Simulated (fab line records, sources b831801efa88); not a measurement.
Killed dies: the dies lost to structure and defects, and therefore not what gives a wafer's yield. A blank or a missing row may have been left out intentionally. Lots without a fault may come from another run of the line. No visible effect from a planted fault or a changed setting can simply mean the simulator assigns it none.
8D (eight disciplines) problem report, filled in by code || flow sky130 || the parts of the form that need people (team, actions taken, sign-off) are left out

## 1. THE PROBLEM
Wafers free of any fault read 2.62 nm (standard deviation 0.067) for SONOS_ONO_OXIDATION_THK at SKY_SONOS_ONO_THK_MEAS_01, against a mean of 3.65 nm on 6 wafers of 2 lots. That puts it +15 standard deviations away from the usual mean.
First seen on wafer L800.1, day 13 09:06, on film_metro-03. Wafers with a number at this step in the record: 42, from 14 lots. Rule for "out" (also "out of limits"): further than 4 standard deviations from the usual mean. The other wafers with a number count as sound.

## 2. WHAT IT IS, AND WHAT IT ISN'T
{"question": "which readings at this step", "is": "SONOS_ONO_OXIDATION_THK", "is not": "-"}
{"question": "which lots", "is": "L800, L801", "is not": "L796, L798, L799, L802, L809, L810, L811, L812, L813, L814, L816, L817"}
{"question": "which wafers of those lots", "is": "all that have a number", "is not": "-"}
{"question": "read on which gauges", "is": "film_metro-03", "is not": "film_metro-02, film_metro-04"}
{"question": "when", "is": "from day 13 09:06", "is not": "up to then (9 sound wafers); but 27 sound wafers of L802, L809, L810, L811, L812, L813, L814, L816, L817 came after"}

## 3. THE SUSPECTS, EACH WITH WHAT RULES IT OUT
Counting: a tool at a process step up to the reading stays a suspect if it ran every lot that is out and no sound lot after the first of them.
- ruled out: the gauge at SKY_SONOS_ONO_THK_MEAS_01. All the wafers that are out were read on film_metro-03, but those of them that SKY_SONOS_ONO_OXIDATION_00 has rows for are out there too, on other tools.
- furnace-02 at SKY_SONOS_ONO_OXIDATION_00 (stabilise 600 s, purge 300 s, target thk 2.6 nm): ruled out as a lasting fault. After its first lot that is out, L800 (day 13 07:46), sound lots L811, L812, L813, L816, L817 ran on it.
Left after counting: nothing in the record.

## 4. THE CAUSE (what the simulator had put in)
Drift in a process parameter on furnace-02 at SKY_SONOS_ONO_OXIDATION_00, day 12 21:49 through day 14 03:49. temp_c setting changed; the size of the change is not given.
The count ruled it out by mistake, since the rule takes a fault to strike every lot its tool runs from the start of the fault on, and this one did not do so.

## 5. THE EFFECT CHAIN, in route order
Each row: a reading where the mean over the struck wafers with a number is more than 3 standard deviations away from the usual. Readings are gone through only where the record gives a usual standard deviation; hours: the median, over the lots, of the time from a lot's start at the first step in this table giving one to that lot's start at this step; sigmas: the change measured in usual standard deviations.
{"hours": 0, "step": "SKY_SONOS_ONO_OXIDATION_00", "reading": "spike_tc_bottom_C", "usual": "819.1 C", "on struck wafers": 841.6, "change": "+22.5", "sigmas": "+15"}
{"hours": 0, "step": "SKY_SONOS_ONO_OXIDATION_00", "reading": "spike_tc_centre_C", "usual": "800.2 C", "on struck wafers": 823.1, "change": "+22.9", "sigmas": "+16"}
{"hours": 0, "step": "SKY_SONOS_ONO_OXIDATION_00", "reading": "spike_tc_lower_C", "usual": "801.1 C", "on struck wafers": 824.4, "change": "+23.3", "sigmas": "+23"}
{"hours": 0, "step": "SKY_SONOS_ONO_OXIDATION_00", "reading": "spike_tc_top_C", "usual": "814 C", "on struck wafers": 840, "change": "+26", "sigmas": "+8.5"}
{"hours": 0, "step": "SKY_SONOS_ONO_OXIDATION_00", "reading": "spike_tc_upper_C", "usual": "799.4 C", "on struck wafers": 822.9, "change": "+23.5", "sigmas": "+26"}
{"hours": 0, "step": "SKY_SONOS_ONO_OXIDATION_00", "reading": "tube_center_temp_C", "usual": "800.01 C", "on struck wafers": 823.76, "change": "+23.75", "sigmas": "+99 or more"}
{"hours": 0, "step": "SKY_SONOS_ONO_OXIDATION_00", "reading": "tube_center_temp_C_max", "usual": 802.1, "on struck wafers": 825.8, "change": "+23.7", "sigmas": "+68"}
{"hours": 1, "step": "SKY_SONOS_ONO_THK_MEAS_01", "reading": "SONOS_ONO_OXIDATION_THK", "usual": "2.62 nm", "on struck wafers": 3.65, "change": "+1.03", "sigmas": "+15"}
Process steps it contains:
- SKY_SONOS_ONO_OXIDATION_00: stabilise 600 s, purge 300 s, target thk 2.6 nm.

## 6. HOW IT WOULD HAVE BEEN CAUGHT EARLIER
Counted from the fault's start at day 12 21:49, it took 11 hours until the first out-of-limits reading at a measuring or inspecting step in this record, taken at day 13 09:06.
Tool's own readings at SKY_SONOS_ONO_OXIDATION_00, spike_tc_bottom_C, spike_tc_centre_C, spike_tc_lower_C, spike_tc_top_C, spike_tc_upper_C, tube_center_temp_C, tube_center_temp_C_max: out on all struck wafers the step has rows for; an alarm limit on them would have tripped on the first.
